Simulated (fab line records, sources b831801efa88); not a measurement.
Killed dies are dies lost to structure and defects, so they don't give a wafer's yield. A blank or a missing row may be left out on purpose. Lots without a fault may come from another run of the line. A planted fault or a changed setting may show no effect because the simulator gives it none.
fab line records | flow sky130
record lots=6 wafers=18 last_day=50
route steps=708 shown VIA2@510 PAD_OPEN@708
lots that met no fault: from a run of the same line without faults
start_h: hours from the record's first day to the start of the lot's first wafer shown | wait_h: hours since the lot's step before | " the same as in the row above | L1.1+2: a row that stands for several wafers | - no value, or no start given | * or withheld: withheld | < > ~ a bound
route shown NAME@n: a module of which the file shows steps, and the number in the route of the first | usual: mean/standard deviation of fault-free wafers | same: alike in all rows | chamber/n: place in a boat | sites: the reading at each site | _std_site: their standard deviation | _edge_site: outer sites' mean less inner sites' | radius_mm: how far each site lies from the wafer's centre | mask NAME#n: copy n | behind: the tool/chamber that last shaped the wafer | hold: why the lot was held/for how many hours/how that ended | device: the transistor (n, p or np) that didn't switch | end of line: the same wafers' tests at the end of the route | a step without rows: its recipe alone | killed: dies lost to structure and defects at the first sort, not the wafer's yield | map: a wafer's dies, x killed, . not, _ none there
set.NAME: the setting as run; set.NAME@STEP: as run at that earlier step | model.NAME: the simulator's own value behind a step, which no gauge read
lots at some steps of the route; a table a step, a row a wafer
services: from which hour (start_h, from the record's first day; less than 0 if before it) a tool's chamber was out of use, for how many hours, and why
## steps
# step SKY_VIA2_BOW_MEAS_03
# recipe mode=bow
# usual VIA2_BOW=86/7
# columns lot.wafer tool chamber start_h wait_h VIA2_BOW[um]
L180.2 film_metro-01 - 842.89 0.2 86
L180.3 " - " " 95
L180.6 " - " " 91
L186.3 film_metro-03 - 897.76 0.1 86
L186.5 " - " " 88
L186.6 " - " " 93
L187.2 film_metro-01 - 898.89 0.3 89
L187.3 " - " " 101
L187.6 " - " " 92
L189.2 film_metro-01 - 910.64 0.3 87
L189.4 " - " " 88
L189.6 " - " " 86
L190.2 film_metro-04 - 919.77 0.2 90
L190.5 " - " " 88
L190.6 " - " " 80
L199.3 film_metro-04 - 995.43 0.2 87
L199.5 " - " " 89
L199.6 " - " " 92
# step SKY_VIA2_DEHYDRATE_04
# recipe temp_c=200 time_s=60
# step SKY_VIA2_HMDS_05
# recipe prime_time_s=60 prime_temp_c=120
# step SKY_VIA2_COAT_06
# recipe resist=BARC temp_c=withheld time_s=withheld spin_rpm=3000 resist_thk_nm=60
# step SKY_VIA2_COAT_07
# recipe resist=KrF-thick spin_rpm=3000 resist_thk_nm=450
# step SKY_VIA2_SOFTBAKE_08
# recipe temp_c=99.61 time_s=90 resist=KrF-thick
# step SKY_VIA2_EXPOSE_09
# recipe mask_id=VIM2 na=0.8 source_shape=annular sigma_inner=0.55 sigma_outer=0.85 target_cd_nm=200 dose_mj=38
# step SKY_VIA2_PEB_10
# recipe peb_temp_c=withheld peb_time_s=withheld resist=KrF-thick
# step SKY_VIA2_DEVELOP_11
# recipe develop_time_s=60 resist=KrF-thick dev_temp_c=21
# step SKY_VIA2_CD_MEAS_12
# recipe target_cd_nm=200
# usual cd_nm=200.0/1.3
# columns lot.wafer tool chamber start_h wait_h cd_nm
L180.2 cd_sem-02 - 869.72 - 200.5
L180.3 " - " " 198.9
L180.6 " - " " 198.9
L186.3 cd_sem-02 - 922.76 - 199.2
L186.5 " - " " 199.3
L186.6 " - " " 199.4
L187.2 cd_sem-01 - 924.04 - 200.0
L187.3 " - " " 198.5
L187.6 " - " " 200.0
L189.2 cd_sem-02 - 935.54 - 201.3
L189.4 " - " " 200.2
L189.6 " - " " 200.4
L190.2 cd_sem-01 - 944.59 - 200.7
L190.5 " - " " 201.5
L190.6 " - " " 200.1
L199.3 cd_sem-02 - 1018.99 - 199.9
L199.5 " - " " 200.3
L199.6 " - " " 199.4
# step SKY_VIA2_OVL_MEAS_13
# usual VIA2_OVL=-1/5.9
# columns lot.wafer tool chamber start_h wait_h VIA2_OVL[nm]
L180.2 overlay-02 - 869.83 0.1 -2
L180.3 " - " " -5
L180.6 " - " " -6
L186.3 overlay-01 - 922.85 0.1 7
L186.5 " - " " -6
L186.6 " - " " 7
L187.2 overlay-02 - 924.15 0.1 -1
L187.3 " - " " 6
L187.6 " - " " -5
L189.2 overlay-01 - 935.65 0.1 -2
L189.4 " - " " -4
L189.6 " - " " -10
L190.2 overlay-01 - 944.70 0.1 -2
L190.5 " - " " -10
L190.6 " - " " 1
L199.3 overlay-01 - 1019.09 0.1 10
L199.5 " - " " -1
L199.6 " - " " -5
# step SKY_VIA2_ETCH_14
# recipe chemistry=N2/H2 target=BARC ion_energy_ev=200 source_w=500 bias_w=100 pressure_mtorr=30 n2_flow_sccm=100 h2_flow_sccm=200 stop_on=SiO2 time_s=45.9 target_depth_a=600
# usual drypump_motor_current_A=5.81/0.24 h2_flow_sccm=200.1/0.55 oes_product_au=0.855/0.0044 throttle_valve_pct=13.226/0.0084
# columns lot.wafer tool chamber start_h wait_h drypump_motor_current_A h2_flow_sccm oes_product_au rf_hours_counter_h throttle_valve_pct
L180.2 rie_diel-04 0 869.86 0.0 5.74 199.5 0.851 10 13.214
L180.3 " 3 " " 5.55 199.0 0.853 17 13.233
L180.6 " 3 " " 5.54 199.2 0.853 - 13.212
L186.3 rie_diel-04 3 922.88 0.0 5.54 200.5 0.856 20 13.235
L186.5 " 1 " " 5.73 200.0 0.847 - 13.230
L186.6 " 3 " " 5.55 199.8 0.863 - 13.229
L187.2 rie_diel-04 2 924.18 0.0 6.02 200.5 0.855 20 13.235
L187.3 " 3 " " 5.55 199.7 0.848 20 13.228
L187.6 " 3 " " 5.53 200.2 0.850 - 13.223
L189.2 rie_diel-01 3 935.68 0.0 5.65 199.9 0.856 4 13.224
L189.4 " 0 " " 6.39 201.0 0.859 12 13.234
L189.6 " 3 " " 5.66 199.6 0.856 - 13.217
L190.2 rie_diel-03 2 944.73 0.0 5.76 201.0 0.860 20 13.227
L190.5 " 3 " " 5.78 200.3 0.855 - 13.234
L190.6 " 2 " " 5.75 200.0 0.861 - 13.232
L199.3 rie_diel-03 3 1019.11 0.0 5.77 200.5 0.852 14 13.219
L199.5 " 3 " " 5.77 200.4 0.847 - 13.226
L199.6 " 2 " " 5.75 200.1 0.847 - 13.224
# step SKY_VIA2_ETCH_15
# recipe target=SiO2 chemistry=C4F8/O2/Ar target_depth_nm=546 stop_on=TiN mask_material=KrF-thick source_w=1500 bias_w=1200 pressure_mtorr=40 c4f8_flow_sccm=withheld O2_flow_sccm=6 Ar_flow_sccm=300 time_s=84
# usual oes_product_au=0.940/0.0051
# columns lot.wafer tool chamber start_h wait_h oes_product_au rf_hours_counter_h model.KrF-thick_of_VIA2_COAT_07.thk_nm model.TiN_of_METAL2_SPUTTER_04.thk_nm model.VIA2.feature_depth_nm
L180.2 rie_diel-04 0 869.90 0.0 0.943 10 277 69.06 493.9
L180.3 " 3 " " 0.934 17 283.8 69.47 492.7
L180.6 " 3 " " 0.945 - 283.5 69.29 493.9
L186.3 rie_diel-04 3 922.92 0.0 0.938 20 286.8 70.1 495.7
L186.5 " 1 " " 0.938 - 288 69.25 495.8
L186.6 " 3 " " 0.944 - 228.3 60.45 505.5
L187.2 rie_diel-04 2 924.22 0.0 0.932 20 220.4 59.97 506.3
L187.3 " 3 " " 0.939 20 285.1 70.14 495.4
L187.6 " 3 " " 0.944 - 227.5 59.75 505.2
L189.2 rie_diel-01 3 935.72 0.0 0.947 4 285.8 70.21 496.1
L189.4 " 0 " " 0.938 12 284.4 70.16 497
L189.6 " 3 " " 0.947 - 287.5 69.76 495.8
L190.2 rie_diel-03 2 944.77 0.0 0.939 20 282.6 70.07 495.9
L190.5 " 3 " " 0.943 - 283.9 69.8 497.3
L190.6 " 2 " " 0.939 - 282.9 70.19 497.3
L199.3 rie_diel-03 3 1019.15 0.0 0.940 14 284 70.93 495.1
L199.5 " 3 " " 0.933 - 285.5 69.6 494.2
L199.6 " 2 " " 0.938 - 280.6 69.5 495.5
# step SKY_VIA2_STRIP_16
# recipe chemistry=O2/N2 power_w=1400 pressure_mtorr=1500 platen_temp_c=withheld o2_flow_sccm=3000 n2_flow_sccm=300 overash_fraction=0.5
# usual drypump_motor_current_A=6.0/0.61 oes_product_au=0.399/0.0043 strip_time_to_endpoint_s=4.05/0.031
# columns lot.wafer tool chamber start_h wait_h drypump_motor_current_A oes_product_au rf_hours_counter_h strip_time_to_endpoint_s
L180.2 plasma_asher-04 0 869.97 0.0 6.5 0.393 71 3.98
L180.3 " 0 " " 6.5 0.399 - 4.05
L180.6 " 0 " " 6.5 0.400 - 4.05
L186.3 plasma_asher-03 1 923.02 0.1 5.4 0.399 - 4.07
L186.5 " 0 " " 6.7 0.401 - 4.10
L186.6 " 1 " " 5.5 0.375 - 3.47
L187.2 plasma_asher-04 0 924.28 0.0 6.5 0.370 77 3.36
L187.3 " 1 " " 5.3 0.400 - 4.05
L187.6 " 1 " " 5.4 0.373 - 3.46
L189.2 plasma_asher-03 1 935.78 0.0 5.5 0.395 112 4.06
L189.4 " 0 " " 6.7 0.404 - 4.07
L189.6 " 1 " " 5.5 0.405 - 4.09
L190.2 plasma_asher-03 0 944.83 0.0 6.7 0.396 113 4.03
L190.5 " 1 " " 5.5 0.390 - 4.05
L190.6 " 0 " " 6.7 0.400 - 4.05
L199.3 plasma_asher-03 1 1019.25 0.1 5.5 0.402 - 4.05
L199.5 " 0 " " 6.7 0.396 - 4.08
L199.6 " 1 " " 5.5 0.397 - 4.00
# step SKY_VIA2_STRIP_17
# recipe chemistry=post_etch_residue_remover time_s=1200 temp_c=72.5
# step SKY_PAD_OPEN_PROBE_99
# usual defect_limited_yield=82.3/2 killed_at_M0_to_M3=43/6.8 killed_at_M4_up=3.2/1.9 killed_at_contacts=24/5 killed_at_front_end=16/4.9 killed_at_other=0.4/0.76 killed_dies=87/10 killed_open=47/7.3 killed_short=39/6.2 sort_bin_3_pad_short=0.9/0.4 sort_bin_5_function=10.5/1.5 sort_bin_6_memory=6.4/1.2 sort_n_pass=405/10 sort_yield_pct=82.3/2
# same gross_dies=492 killed_at_back_side=0 sort_bin_4_leakage[%]=0 sort_bin_8_speed[%]=0
# columns lot.wafer tool chamber start_h wait_h defect_limited_yield[%] killed_at_M0_to_M3 killed_at_M4_up killed_at_contacts killed_at_front_end killed_at_other killed_dies killed_open killed_short sort_bin_3_pad_short[%] sort_bin_5_function[%] sort_bin_6_memory[%] sort_n_pass sort_yield_pct[%]
L180.2 prober-02 - 1090.92 0.1 84.3 32 3 27 15 0 77 41 36 0.2 9.1 6.3 415 84.3
L180.3 prober-02 - 1090.97 0.2 83.7 35 1 30 14 0 80 39 41 0.8 10.2 5.3 412 83.7
L180.6 prober-02 - 1091.12 0.2 80.7 42 9 21 23 0 95 57 38 1.6 10.2 7.5 397 80.7
# killed by level:class
L180.2 CONTACT:geometric_particle:open=12 VIA1:geometric_particle:open=9 LI_CONTACT:geometric_particle:open=6 FIELD_ISO:geometric_particle:short=5 LOCAL_INTERCONNECT:geometric_particle:short=5 METAL2:geometric_particle:short=5 VIA3:geometric_particle:short=4 FIELD_ISO:geometric_particle:open=3
L180.3 CONTACT:geometric_particle:open=10 CONTACT:geometric_particle:short=7 VIA3:geometric_particle:open=7 METAL2:geometric_particle:short=6 VIA1:geometric_particle:open=5 FIELD_ISO:geometric_particle:short=4 FIELD_ISO:geometric_particle:open=4 LI_CONTACT:geometric_particle:open=4
L180.6 VIA1:geometric_particle:open=10 LI_CONTACT:geometric_particle:open=8 VIA3:geometric_particle:open=8 FIELD_ISO:geometric_particle:open=7 METAL4:geometric_particle:short=7 CONTACT:geometric_particle:open=6 VIA2:geometric_particle:open=6 METAL1:geometric_particle:short=5
## services
# columns tool chamber start_h hours kind
plasma_asher-04 - 849.17 2.8 pm
rie_diel-04 2 851.65 6.2 repair
rie_diel-04 - 864.37 2.8 pm
rie_diel-04 0 886.69 42.2 repair
plasma_asher-03 - 908.79 4.1 repair
rie_diel-03 - 911.26 15.6 pm
plasma_asher-03 - 950.21 2.2 repair
rie_diel-01 - 963.78 0.8 repair
rie_diel-04 1 979.75 9.2 repair
## key
first_sign step=SKY_VIA2_STRIP_16 reading=strip_time_to_endpoint_s direction=down sigmas=20 usual=* struck=*
effect step=SKY_VIA2_STRIP_16 reading=oes_product_au direction=down sigmas=6 usual=0.399 struck=0.372
model_effect step=SKY_VIA2_ETCH_15 value=KrF-thick_of_VIA2_COAT_07.thk_nm without=285.1 struck=225.4
met_at SKY_VIA2_ETCH_15
struck_wafers L186.6,L187.2,L187.6
onset_between 869.90 922.92
fault kind=process_parameter_drift tool=rie_diel-04 chamber=- onset_h=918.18 steps=SKY_VIA2_ETCH_15 channel=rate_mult offset=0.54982 shape=step end_h=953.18 scope=struck_wafers_only
